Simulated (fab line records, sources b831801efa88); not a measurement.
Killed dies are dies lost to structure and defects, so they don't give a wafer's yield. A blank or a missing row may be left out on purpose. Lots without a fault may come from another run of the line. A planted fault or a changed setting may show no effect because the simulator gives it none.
fab line records | flow sky130
record lots=12 wafers=36 last_day=50
route steps=708 shown VIA1@472 METAL2@483 PAD_OPEN@708
lots that met no fault: from a run of the same line without faults
start_h: hours from the record's first day to the start of the lot's first wafer shown | wait_h: hours since the lot's step before | " the same as in the row above | L1.1+2: a row that stands for several wafers | - no value, or no start given | * or withheld: withheld | < > ~ a bound
route shown NAME@n: a module of which the file shows steps, and the number in the route of the first | usual: mean/standard deviation of fault-free wafers | same: alike in all rows | chamber/n: place in a boat | sites: the reading at each site | _std_site: their standard deviation | _edge_site: outer sites' mean less inner sites' | radius_mm: how far each site lies from the wafer's centre | mask NAME#n: copy n | behind: the tool/chamber that last shaped the wafer | hold: why the lot was held/for how many hours/how that ended | device: the transistor (n, p or np) that didn't switch | end of line: the same wafers' tests at the end of the route | a step without rows: its recipe alone | killed: dies lost to structure and defects at the first sort, not the wafer's yield | map: a wafer's dies, x killed, . not, _ none there
set.NAME: the setting as run; set.NAME@STEP: as run at that earlier step | model.NAME: the simulator's own value behind a step, which no gauge read
steps of the route over a sample of lots; a table a step, a row a wafer
services: from which hour (start_h, from the record's first day; less than 0 if before it) a tool's chamber was out of use, for how many hours, and why
## steps
# step SKY_VIA1_ETCH_14
# recipe chemistry=N2/H2 target=BARC ion_energy_ev=200 source_w=500 bias_w=100 pressure_mtorr=30 n2_flow_sccm=100 h2_flow_sccm=200 stop_on=SiO2 time_s=45.9 target_depth_a=600
# usual drypump_motor_current_A=5.8/0.37 h2_flow_sccm=200.0/0.55 oes_product_au=0.855/0.0044 run_length_s=74.2/0.52 throttle_valve_pct=13.225/0.0089
# columns lot.wafer tool chamber start_h wait_h drypump_motor_current_A h2_flow_sccm oes_product_au rf_hours_counter_h run_length_s throttle_valve_pct
L367.2 rie_diel-03 3 800.39 0.0 5.7 200.0 0.858 9 74.4 13.209
L367.4 " 3 " " 5.7 201.1 0.853 - 73.8 13.233
L367.5 " 2 " " 5.3 200.6 0.854 - 73.9 13.242
L369.1 rie_diel-03 2 823.36 0.0 5.4 199.7 0.858 18 73.9 13.222
L369.3 " 0 " " 6.1 200.0 0.849 11 73.7 13.231
L369.6 " 2 " " 5.4 200.0 0.856 - 74.0 13.225
L370.3 rie_diel-04 0 832.46 0.0 5.1 200.1 0.859 4 75.0 13.219
L370.4 " 3 " " 6.4 200.8 0.859 6 74.1 13.223
L370.5 " 0 " " 5.1 200.2 0.856 - 75.0 13.208
L371.1 rie_diel-03 0 833.11 0.0 6.1 199.8 0.859 12 74.0 13.220
L371.3 " 3 " " 5.7 200.4 0.845 10 74.0 13.229
L371.5 " 1 " " 5.9 200.7 0.859 - 75.0 13.224
L372.2 rie_diel-04 1 846.41 0.0 5.9 200.0 0.858 2 73.9 13.230
L372.3 " 0 " " 5.0 199.4 0.861 4 74.9 13.226
L372.6 " 0 " " 5.0 199.1 0.861 - 74.8 13.219
L376.1 rie_diel-04 3 881.80 0.0 6.4 200.6 0.848 7 73.8 13.231
L376.2 " 1 " " 5.9 199.0 0.863 3 74.1 13.228
L376.6 " 1 " " 5.9 199.3 0.857 - 73.9 13.220
L377.2 rie_diel-04 2 884.73 0.0 5.9 199.9 0.852 0 74.0 13.213
L377.4 " 2 " " 5.9 200.1 0.855 - 74.1 13.221
L377.5 " 3 " " 6.4 200.1 0.849 - 73.9 13.230
L378.1 rie_diel-02 2 890.08 0.0 5.4 200.0 0.859 15 74.3 13.231
L378.2 " 1 " " 6.0 199.3 0.854 13 73.6 13.219
L378.6 " 1 " " 6.0 198.4 0.859 - 73.7 13.210
L381.1 rie_diel-04 3 913.14 0.0 6.5 199.6 0.857 8 74.3 13.235
L381.5 " 1 " " 5.9 200.0 0.848 - 73.8 13.234
L381.6 " 2 " " 5.9 200.3 0.855 - 74.2 13.226
L386.2 rie_diel-02 0 944.18 0.0 5.6 199.8 0.859 6 74.2 13.231
L386.5 " 0 " " 5.6 200.8 0.862 - 74.3 13.213
L386.6 " 3 " " 5.4 200.1 0.853 - 73.7 13.222
L387.1 rie_diel-02 0 953.43 0.0 5.7 199.4 0.853 6 74.5 13.212
L387.2 " 2 " " 5.4 200.2 0.858 17 74.7 13.217
L387.5 " 1 " " 6.0 200.2 0.858 - 73.7 13.205
L388.2 rie_diel-02 0 959.91 0.0 5.7 200.1 0.861 7 74.4 13.218
L388.3 " 1 " " 6.0 199.8 0.858 15 73.8 13.223
L388.6 " 3 " " 5.5 200.1 0.863 - 73.8 13.226
# step SKY_VIA1_ETCH_15
# recipe target=SiO2 chemistry=C4F8/O2/Ar target_depth_nm=351 stop_on=TiN mask_material=KrF-thick source_w=1500 bias_w=1200 pressure_mtorr=40 c4f8_flow_sccm=withheld O2_flow_sccm=6 Ar_flow_sccm=300 time_s=54
# usual oes_product_au=0.980/0.0065 run_length_s=82.4/0.49
# columns lot.wafer tool chamber start_h wait_h oes_product_au rf_hours_counter_h run_length_s
L367.2 rie_diel-03 3 800.43 0.0 0.985 9 82.1
L367.4 " 3 " " 0.988 - 82.7
L367.5 " 2 " " 0.979 - 82.4
L369.1 rie_diel-03 2 823.40 0.0 0.976 18 82.2
L369.3 " 0 " " 0.981 11 81.8
L369.6 " 2 " " 0.969 - 82.2
L370.3 rie_diel-04 0 832.50 0.0 0.978 4 83.3
L370.4 " 3 " " 0.977 6 82.3
L370.5 " 0 " " 0.974 - 83.6
L371.1 rie_diel-03 0 833.15 0.0 0.992 12 82.5
L371.3 " 3 " " 0.972 10 81.9
L371.5 " 1 " " 0.975 - 83.2
L372.2 rie_diel-04 1 846.45 0.0 0.979 2 81.9
L372.3 " 0 " " 0.988 4 83.2
L372.6 " 0 " " 0.984 - 83.2
L376.1 rie_diel-04 3 881.86 0.0 0.980 7 81.8
L376.2 " 1 " " 0.985 3 82.6
L376.6 " 1 " " 0.983 - 82.4
L377.2 rie_diel-04 2 884.77 0.0 0.946 0 86.2
L377.4 " 2 " " 0.942 - 86.1
L377.5 " 3 " " 0.953 - 86.0
L378.1 rie_diel-02 2 890.12 0.0 0.976 15 82.3
L378.2 " 1 " " 0.988 13 81.8
L378.6 " 1 " " 0.991 - 81.9
L381.1 rie_diel-04 3 913.18 0.0 0.947 8 85.6
L381.5 " 1 " " 0.940 - 85.7
L381.6 " 2 " " 0.937 - 86.1
L386.2 rie_diel-02 0 944.22 0.0 0.986 6 83.1
L386.5 " 0 " " 0.982 - 82.5
L386.6 " 3 " " 0.981 - 82.1
L387.1 rie_diel-02 0 953.47 0.0 0.991 6 82.4
L387.2 " 2 " " 0.972 17 82.3
L387.5 " 1 " " 0.978 - 81.9
L388.2 rie_diel-02 0 959.95 0.0 0.983 7 82.3
L388.3 " 1 " " 0.987 15 81.9
L388.6 " 3 " " 0.979 - 81.7
# step SKY_METAL2_SPUTTER_00
# recipe material=Ti target_thk_nm=15 power_w=3000 time_s=9.73 chamber_pressure_pa=0.4
# usual throttle_valve_pct=30.5/1.2
# columns lot.wafer tool chamber start_h wait_h throttle_valve_pct
L367.2 pvd_sputter-01 - 801.75 0.1 28.6
L367.4 " - " " 30.6
L367.5 " - " " 32.0
L369.1 pvd_sputter-03 - 824.78 0.2 30.9
L369.3 " - " " 29.8
L369.6 " - " " 31.0
L370.3 pvd_sputter-03 - 833.78 0.1 31.2
L370.4 " - " " 31.1
L370.5 " - " " 30.4
L371.1 pvd_sputter-04 - 834.42 0.1 30.9
L371.3 " - " " 32.4
L371.5 " - " " 32.1
L372.2 pvd_sputter-04 - 847.74 0.2 29.7
L372.3 " - " " 28.7
L372.6 " - " " 29.3
L376.1 pvd_sputter-01 - 883.16 0.1 31.8
L376.2 " - " " 28.3
L376.6 " - " " 28.8
L377.2 pvd_sputter-03 - 886.04 0.1 30.9
L377.4 " - " " 30.0
L377.5 " - " " 31.2
L378.1 pvd_sputter-03 - 891.39 0.2 31.1
L378.2 " - " " 31.2
L378.6 " - " " 30.3
L381.1 pvd_sputter-03 - 914.45 0.2 30.2
L381.5 " - " " 31.2
L381.6 " - " " 30.0
L386.2 pvd_sputter-04 - 945.49 0.2 28.8
L386.5 " - " " 32.7
L386.6 " - " " 28.8
L387.1 pvd_sputter-03 - 954.74 0.2 30.1
L387.2 " - " " 31.0
L387.5 " - " " 31.1
L388.2 pvd_sputter-01 - 961.32 0.2 28.8
L388.3 " - " " 31.9
L388.6 " - " " 28.6
# step SKY_METAL2_SPUTTER_01
# recipe material=TiN target_thk_nm=20 power_w=6500 time_s=16.7 chamber_pressure_pa=0.4
# usual throttle_valve_pct=30.5/1.2
# columns lot.wafer tool chamber start_h wait_h throttle_valve_pct
L367.2 pvd_sputter-01 - 801.77 0.0 28.8
L367.4 " - " " 30.7
L367.5 " - " " 32.0
L369.1 pvd_sputter-03 - 824.80 0.0 30.7
L369.3 " - " " 29.6
L369.6 " - " " 31.1
L370.3 pvd_sputter-03 - 833.80 0.0 30.8
L370.4 " - " " 31.0
L370.5 " - " " 30.1
L371.1 pvd_sputter-04 - 834.44 0.0 30.9
L371.3 " - " " 32.5
L371.5 " - " " 32.8
L372.2 pvd_sputter-04 - 847.76 0.0 29.5
L372.3 " - " " 28.7
L372.6 " - " " 28.7
L376.1 pvd_sputter-01 - 883.18 0.0 31.9
L376.2 " - " " 28.7
L376.6 " - " " 28.6
L377.2 pvd_sputter-03 - 886.07 0.0 31.0
L377.4 " - " " 30.0
L377.5 " - " " 31.2
L378.1 pvd_sputter-03 - 891.42 0.0 30.9
L378.2 " - " " 31.2
L378.6 " - " " 30.4
L381.1 pvd_sputter-03 - 914.48 0.0 30.3
L381.5 " - " " 30.9
L381.6 " - " " 30.0
L386.2 pvd_sputter-04 - 945.52 0.0 28.9
L386.5 " - " " 32.7
L386.6 " - " " 28.9
L387.1 pvd_sputter-03 - 954.77 0.0 30.0
L387.2 " - " " 31.0
L387.5 " - " " 31.2
L388.2 pvd_sputter-01 - 961.34 0.0 28.6
L388.3 " - " " 31.9
L388.6 " - " " 28.4
# step SKY_PAD_OPEN_PROBE_99
# usual defect_limited_yield=82.8/1.8 killed_at_M0_to_M3=43/6.3 killed_at_M4_up=3.1/1.9 killed_at_contacts=24/5.1 killed_at_front_end=14/4.3 killed_at_other=0.3/0.53 killed_dies=85/8.8 killed_open=46/7.1 killed_short=38/5.9 sort_bin_3_pad_short=0.8/0.41 sort_bin_5_function=10.4/1.5 sort_bin_6_memory=6.1/1.1 sort_n_pass=407/8.8 sort_yield_pct=82.8/1.8
# same gross_dies=492 killed_at_back_side=0 sort_bin_4_leakage[%]=0 sort_bin_8_speed[%]=0
# columns lot.wafer tool chamber start_h wait_h defect_limited_yield[%] killed_at_M0_to_M3 killed_at_M4_up killed_at_contacts killed_at_front_end killed_at_other killed_dies killed_open killed_short sort_bin_3_pad_short[%] sort_bin_5_function[%] sort_bin_6_memory[%] sort_n_pass sort_yield_pct[%]
L367.2 prober-01 - 1082.82 0.1 82.5 49 3 20 14 0 86 52 34 0.8 9.8 6.9 406 82.5
L367.4 prober-01 - 1082.92 0.2 83.3 45 6 18 13 0 82 47 35 0.6 11.8 4.3 410 83.3
L367.5 prober-01 - 1082.97 0.2 82.9 40 7 25 12 0 84 45 39 0.8 9.6 6.7 408 82.9
L369.1 prober-01 - 1100.68 0.1 81.3 37 5 29 21 0 92 52 40 0.2 12.4 6.1 400 81.3
L369.3 prober-01 - 1100.78 0.2 85.0 41 7 18 8 0 74 36 38 1.4 10.2 3.5 418 85.0
L369.6 prober-01 - 1100.93 0.2 83.7 39 0 26 15 0 80 37 43 0.8 10.2 5.3 412 83.7
L370.3 prober-02 - 1105.66 0.2 81.7 42 2 33 13 0 90 47 43 1.0 11.0 6.3 402 81.7
L370.4 prober-02 - 1105.71 0.2 82.5 51 1 20 14 0 86 47 39 0.6 8.9 7.9 406 82.5
L370.5 prober-02 - 1105.76 0.2 80.9 50 1 30 13 0 94 47 47 0.8 10.6 7.7 398 80.9
L371.1 prober-01 - 1108.44 0.1 87.2 32 2 18 10 1 63 40 23 0.4 7.5 4.9 429 87.2
L371.3 prober-01 - 1108.54 0.2 84.6 38 1 26 11 0 76 47 29 0.8 9.6 5.1 416 84.6
L371.5 prober-01 - 1108.64 0.2 84.3 41 1 19 16 0 77 38 39 1.2 8.7 5.7 415 84.3
L372.2 prober-02 - 1118.52 0.1 83.3 43 4 26 9 0 82 47 35 1.6 10.6 4.5 410 83.3
L372.3 prober-02 - 1118.57 0.2 79.7 49 4 33 14 0 100 60 40 1.0 12.4 6.9 392 79.7
L372.6 prober-02 - 1118.72 0.2 82.1 55 3 14 16 0 88 50 38 1.0 10.4 6.5 404 82.1
L376.1 prober-02 - 1143.33 0.1 80.5 47 5 21 23 0 96 48 48 0.4 12.2 6.9 396 80.5
L376.2 prober-02 - 1143.38 0.1 80.7 46 5 25 18 1 95 53 42 1.2 12.0 6.1 397 80.7
L376.6 prober-02 - 1143.58 0.2 82.5 44 4 20 18 0 86 44 42 1.0 9.6 6.9 406 82.5
L377.2 prober-01 - 1145.50 0.1 82.7 46 2 18 19 0 85 45 40 0.4 10.2 6.7 407 82.7
L377.4 prober-01 - 1145.60 0.2 84.3 41 4 21 11 0 77 41 36 0.2 10.2 5.3 415 84.3
L377.5 prober-01 - 1145.65 0.2 81.3 42 2 27 20 1 92 41 51 1.4 11.8 5.5 400 81.3
L378.1 prober-02 - 1148.38 0.1 82.7 48 2 24 11 0 85 45 38 0.6 10.8 5.9 407 82.7
L378.2 prober-02 - 1148.43 0.1 84.1 42 1 27 8 0 78 30 47 0.6 10.2 5.1 414 84.1
L378.6 prober-02 - 1148.63 0.2 83.3 36 5 22 19 0 82 55 27 0.4 10.8 5.5 410 83.3
L381.1 prober-01 - 1167.17 0.1 84.1 41 3 16 18 0 78 39 39 0 9.8 6.1 414 84.1
L381.5 prober-01 - 1167.37 0.2 82.9 42 2 25 15 0 84 40 44 0.8 10.2 6.1 408 82.9
L381.6 prober-01 - 1167.42 0.2 85.4 36 3 21 12 0 72 41 31 0.4 8.9 5.3 420 85.4
L386.2 prober-02 - 1187.95 0.1 85.0 37 3 28 5 1 74 39 34 0.4 8.7 5.9 418 85.0
L386.5 prober-02 - 1188.10 0.2 80.3 45 1 32 18 1 97 47 50 1.0 10.2 8.5 395 80.3
L386.6 prober-02 - 1188.15 0.2 81.7 43 1 38 8 0 90 46 43 0.6 10.4 7.3 402 81.7
L387.1 prober-02 - 1192.93 0.1 78.7 57 2 27 18 1 105 49 56 0.8 12.4 8.1 387 78.7
L387.2 prober-02 - 1192.98 0.1 79.9 56 1 27 15 0 99 58 41 1.2 13.0 5.9 393 79.9
L387.5 prober-02 - 1193.13 0.2 85.4 32 2 22 16 0 72 43 29 0.4 9.6 4.7 420 85.4
L388.2 prober-01 - 1198.67 0.1 83.1 50 2 21 10 0 83 49 34 0.8 11.8 4.3 409 83.1
L388.3 prober-01 - 1198.72 0.2 83.7 39 2 22 17 0 80 46 34 0.6 10.4 5.3 412 83.7
L388.6 prober-01 - 1198.87 0.2 81.5 46 4 24 17 0 91 51 40 1.0 11.0 6.5 401 81.5
# killed by level:class
L367.2 VIA1:geometric_particle:open=12 CONTACT:geometric_particle:open=10 VIA3:geometric_particle:open=7 VIA1:geometric_particle:short=5 VIA2:geometric_particle:open=5 METAL1:geometric_particle:short=5 VIA3:geometric_particle:short=5 FIELD_ISO:geometric_particle:open=4
L367.4 VIA1:geometric_particle:open=12 VIA3:geometric_particle:open=8 CONTACT:geometric_particle:open=6 VIA2:geometric_particle:open=6 METAL3:geometric_particle:short=6 METAL4:geometric_particle:short=5 POLY_GATE:geometric_particle:short=4 LI_CONTACT:geometric_particle:open=4
L367.5 LI_CONTACT:geometric_particle:open=13 VIA1:geometric_particle:open=7 VIA2:geometric_particle:open=7 VIA3:geometric_particle:open=7 CONTACT:geometric_particle:open=6 METAL4:geometric_particle:short=6 CONTACT:geometric_particle:short=5 METAL3:geometric_particle:short=5
L369.1 VIA1:geometric_particle:open=9 LI_CONTACT:geometric_particle:open=8 CONTACT:geometric_particle:open=8 VIA3:geometric_particle:open=7 CONTACT:geometric_particle:short=6 POLY_GATE:geometric_particle:open=5 POLY_GATE:geometric_particle:short=5 METAL3:geometric_particle:short=5
L369.3 VIA3:geometric_particle:open=7 VIA2:geometric_particle:open=6 METAL4:geometric_particle:short=6 METAL1:geometric_particle:short=5 VIA1:geometric_particle:open=5 VIA2:geometric_particle:short=4 CONTACT:geometric_particle:open=4 LI_CONTACT:geometric_particle:open=4
L369.6 CONTACT:geometric_particle:short=6 METAL1:geometric_particle:short=6 VIA3:geometric_particle:short=6 LOCAL_INTERCONNECT:geometric_particle:short=5 METAL2:geometric_particle:short=5 VIA2:geometric_particle:open=5 VIA3:geometric_particle:open=5 LI_CONTACT:geometric_particle:short=4
L370.3 CONTACT:geometric_particle:open=10 LI_CONTACT:geometric_particle:open=9 METAL1:geometric_particle:short=8 CONTACT:geometric_particle:short=6 VIA1:geometric_particle:short=6 VIA2:geometric_particle:open=6 VIA3:geometric_particle:open=6 LOCAL_INTERCONNECT:geometric_particle:short=5
L370.4 CONTACT:geometric_particle:open=9 VIA3:geometric_particle:open=9 VIA2:geometric_particle:open=9 VIA1:geometric_particle:open=8 METAL2:geometric_particle:short=7 METAL1:geometric_particle:short=5 METAL3:geometric_particle:short=5 CONTACT:geometric_particle:short=4
L370.5 VIA1:geometric_particle:open=11 LI_CONTACT:geometric_particle:open=9 CONTACT:geometric_particle:open=8 METAL2:geometric_particle:short=7 LOCAL_INTERCONNECT:geometric_particle:short=6 METAL1:geometric_particle:short=6 VIA2:geometric_particle:short=6 VIA3:geometric_particle:open=6
L371.1 LI_CONTACT:geometric_particle:open=10 VIA1:geometric_particle:open=8 VIA3:geometric_particle:open=5 FIELD_ISO:geometric_particle:open=4 VIA2:geometric_particle:open=4 CONTACT:geometric_particle:open=4 METAL2:geometric_particle:short=4 FIELD_ISO:geometric_particle:short=3
L371.3 VIA1:geometric_particle:open=13 LI_CONTACT:geometric_particle:open=7 CONTACT:geometric_particle:open=7 VIA3:geometric_particle:open=6 LI_CONTACT:geometric_particle:short=5 CONTACT:geometric_particle:short=5 FIELD_ISO:geometric_particle:open=4 POLY_GATE:geometric_particle:open=4
L371.5 METAL2:geometric_particle:short=9 LI_CONTACT:geometric_particle:open=7 METAL3:geometric_particle:short=6 CONTACT:geometric_particle:open=6 VIA1:geometric_particle:open=6 METAL1:geometric_particle:short=5 VIA3:geometric_particle:open=5 FIELD_ISO:geometric_particle:short=4
L372.2 CONTACT:geometric_particle:short=8 VIA1:geometric_particle:open=7 VIA2:geometric_particle:open=7 VIA3:geometric_particle:open=7 LI_CONTACT:geometric_particle:open=6 CONTACT:geometric_particle:open=6 LOCAL_INTERCONNECT:geometric_particle:short=5 VIA1:geometric_particle:short=5
L372.3 CONTACT:geometric_particle:open=12 VIA1:geometric_particle:open=11 VIA2:geometric_particle:open=10 LI_CONTACT:geometric_particle:open=8 VIA1:geometric_particle:short=7 LOCAL_INTERCONNECT:geometric_particle:short=6 METAL2:geometric_particle:short=6 VIA3:geometric_particle:open=4
L372.6 VIA1:geometric_particle:open=19 VIA1:geometric_particle:short=8 METAL1:geometric_particle:short=8 METAL2:geometric_particle:short=7 FIELD_ISO:geometric_particle:open=6 VIA2:geometric_particle:open=6 LI_CONTACT:geometric_particle:open=5 CONTACT:geometric_particle:open=4
L376.1 FIELD_ISO:geometric_particle:short=10 VIA1:geometric_particle:open=9 VIA2:geometric_particle:open=8 CONTACT:geometric_particle:open=8 VIA3:geometric_particle:open=7 METAL1:geometric_particle:short=5 LOCAL_INTERCONNECT:geometric_particle:short=5 FIELD_ISO:geometric_particle:open=4
L376.2 CONTACT:geometric_particle:open=11 METAL2:geometric_particle:short=8 VIA3:geometric_particle:open=8 VIA1:geometric_particle:short=7 VIA1:geometric_particle:open=7 LI_CONTACT:geometric_particle:open=6 VIA2:geometric_particle:open=6 CONTACT:geometric_particle:short=5
L376.6 VIA1:geometric_particle:open=7 CONTACT:geometric_particle:open=7 VIA3:geometric_particle:open=7 LI_CONTACT:geometric_particle:open=6 METAL2:geometric_particle:short=6 VIA1:geometric_particle:short=5 SPACER:geometric_particle:short=5 VIA3:geometric_particle:short=5
L377.2 VIA1:geometric_particle:open=10 FIELD_ISO:geometric_particle:short=8 METAL1:geometric_particle:short=8 CONTACT:geometric_particle:open=8 LI_CONTACT:geometric_particle:open=7 VIA2:geometric_particle:open=7 METAL2:geometric_particle:short=6 VIA1:geometric_particle:short=6
L377.4 VIA1:geometric_particle:open=12 CONTACT:geometric_particle:open=8 METAL1:geometric_particle:short=7 LI_CONTACT:geometric_particle:open=6 VIA3:geometric_particle:short=5 FIELD_ISO:geometric_particle:short=4 LOCAL_INTERCONNECT:geometric_particle:short=4 VIA1:geometric_particle:short=4
L377.5 LI_CONTACT:geometric_particle:open=9 CONTACT:geometric_particle:open=9 METAL1:geometric_particle:short=8 VIA1:geometric_particle:open=8 LOCAL_INTERCONNECT:geometric_particle:short=7 FIELD_ISO:geometric_particle:open=5 METAL3:geometric_particle:short=5 VIA1:geometric_particle:short=5
L378.1 CONTACT:geometric_particle:open=12 VIA1:geometric_particle:open=9 VIA1:geometric_particle:short=7 METAL1:geometric_particle:short=6 METAL2:geometric_particle:short=6 VIA2:geometric_particle:open=6 LI_CONTACT:geometric_particle:open=5 FIELD_ISO:geometric_particle:open=4
L378.2 LI_CONTACT:geometric_particle:open=8 METAL2:geometric_particle:short=8 CONTACT:geometric_particle:open=7 VIA1:geometric_particle:open=7 VIA1:geometric_particle:short=6 METAL1:geometric_particle:short=6 LI_CONTACT:geometric_particle:short=5 LOCAL_INTERCONNECT:geometric_particle:short=4
L378.6 VIA1:geometric_particle:open=12 CONTACT:geometric_particle:open=11 VIA2:geometric_particle:open=7 FIELD_ISO:geometric_particle:open=6 LI_CONTACT:geometric_particle:open=6 METAL2:geometric_particle:short=5 POLY_GATE:geometric_particle:short=4 POLY_GATE:geometric_particle:open=4
L381.1 VIA1:geometric_particle:open=7 FIELD_ISO:geometric_particle:open=6 VIA1:geometric_particle:short=6 VIA2:geometric_particle:open=6 CONTACT:geometric_particle:open=5 METAL2:geometric_particle:short=5 LI_CONTACT:geometric_particle:open=4 CONTACT:geometric_particle:short=4
L381.5 CONTACT:geometric_particle:open=8 VIA2:geometric_particle:open=8 VIA1:geometric_particle:open=6 LI_CONTACT:geometric_particle:open=5 LI_CONTACT:geometric_particle:short=5 VIA3:geometric_particle:open=5 METAL2:geometric_particle:short=5 POLY_GATE:geometric_particle:short=4
L381.6 CONTACT:geometric_particle:open=10 VIA1:geometric_particle:open=10 VIA1:geometric_particle:short=6 VIA3:geometric_particle:open=6 FIELD_ISO:geometric_particle:short=4 LI_CONTACT:geometric_particle:open=4 VIA2:geometric_particle:open=4 CONTACT:geometric_particle:short=3
L386.2 CONTACT:geometric_particle:open=10 CONTACT:geometric_particle:short=9 VIA3:geometric_particle:open=7 VIA2:geometric_particle:open=6 LI_CONTACT:geometric_particle:open=5 VIA1:geometric_particle:short=5 VIA1:geometric_particle:open=5 METAL1:geometric_particle:short=3
L386.5 CONTACT:geometric_particle:open=11 VIA3:geometric_particle:open=8 VIA1:geometric_particle:open=8 CONTACT:geometric_particle:short=8 VIA1:geometric_particle:short=8 FIELD_ISO:geometric_particle:short=6 LI_CONTACT:geometric_particle:open=6 VIA2:geometric_particle:open=6
L386.6 CONTACT:geometric_particle:open=12 LI_CONTACT:geometric_particle:open=11 VIA1:geometric_particle:open=10 METAL2:geometric_particle:short=9 LOCAL_INTERCONNECT:geometric_particle:short=6 VIA2:geometric_particle:open=5 LI_CONTACT:geometric_particle:short=4 CONTACT:geometric_particle:short=4
L387.1 CONTACT:geometric_particle:open=10 VIA2:geometric_particle:open=10 VIA2:geometric_particle:short=9 METAL2:geometric_particle:short=8 VIA3:geometric_particle:open=7 VIA1:geometric_particle:open=7 VIA1:geometric_particle:short=7 LOCAL_INTERCONNECT:geometric_particle:short=6
L387.2 CONTACT:geometric_particle:open=14 VIA1:geometric_particle:open=14 METAL2:geometric_particle:short=11 METAL1:geometric_particle:short=8 LI_CONTACT:geometric_particle:open=8 VIA1:geometric_particle:short=6 POLY_GATE:geometric_particle:open=5 VIA2:geometric_particle:open=5
L387.5 CONTACT:geometric_particle:open=7 LI_CONTACT:geometric_particle:open=6 METAL1:geometric_particle:short=6 VIA1:geometric_particle:open=6 VIA3:geometric_particle:open=6 POLY_GATE:geometric_particle:open=5 FIELD_ISO:geometric_particle:short=4 LOCAL_INTERCONNECT:geometric_particle:short=4
L388.2 VIA2:geometric_particle:open=10 VIA3:geometric_particle:open=10 VIA1:geometric_particle:open=9 CONTACT:geometric_particle:open=9 VIA2:geometric_particle:short=6 LI_CONTACT:geometric_particle:short=4 METAL2:geometric_particle:short=4 FIELD_ISO:geometric_particle:open=3
L388.3 VIA1:geometric_particle:open=7 CONTACT:geometric_particle:open=7 VIA3:geometric_particle:open=7 VIA2:geometric_particle:open=7 LI_CONTACT:geometric_particle:open=5 METAL2:geometric_particle:short=5 CONTACT:geometric_particle:short=5 FIELD_ISO:geometric_particle:short=4
L388.6 VIA3:geometric_particle:open=13 LI_CONTACT:geometric_particle:open=7 CONTACT:geometric_particle:open=7 VIA2:geometric_particle:open=7 VIA1:geometric_particle:open=6 METAL1:geometric_particle:short=6 LOCAL_INTERCONNECT:geometric_particle:short=5 FIELD_ISO:geometric_particle:open=4
## services
# columns tool chamber start_h hours kind
rie_diel-03 0 792.33 14.0 repair
rie_diel-04 1 800.22 8.2 repair
pvd_sputter-03 - 802.00 1.0 repair
pvd_sputter-04 - 817.12 1.9 repair
pvd_sputter-01 - 821.23 1.0 repair
rie_diel-04 2 842.39 7.5 repair
rie_diel-04 2 854.87 1.9 repair
rie_diel-04 2 856.77 - clean
rie_diel-04 2 856.77 25.1 scheduled_down
rie_diel-04 2 856.77 25.1 vent_cycle
rie_diel-04 1 861.82 5.2 repair
rie_diel-03 1 862.36 25.6 repair
rie_diel-04 0 880.77 4.7 repair
rie_diel-03 - 881.04 0.2 repair
pvd_sputter-03 - 891.88 2.8 repair
rie_diel-04 3 898.14 1.9 repair
rie_diel-02 1 907.24 4.4 repair
rie_diel-03 3 907.79 4.5 repair
rie_diel-03 0 923.08 4.2 repair
rie_diel-04 0 956.46 6.5 repair
## key
first_sign step=SKY_VIA1_ETCH_15 reading=run_length_s direction=up sigmas=7.4 usual=* struck=*
effect step=SKY_VIA1_ETCH_15 reading=oes_product_au direction=down sigmas=5.6 usual=0.980 struck=0.944
met_at SKY_VIA1_ETCH_15
struck_lots L377,L381
not_acting_at SKY_VIA1_ETCH_14,SKY_METAL2_SPUTTER_00,SKY_METAL2_SPUTTER_01
onset_between 881.86 884.77
fault kind=process_parameter_drift tool=rie_diel-04 chamber=- onset_h=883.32 steps=SKY_VIA1_ETCH_15 channel=time_s offset=* shape=step end_h=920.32 acts_in=* stated=*
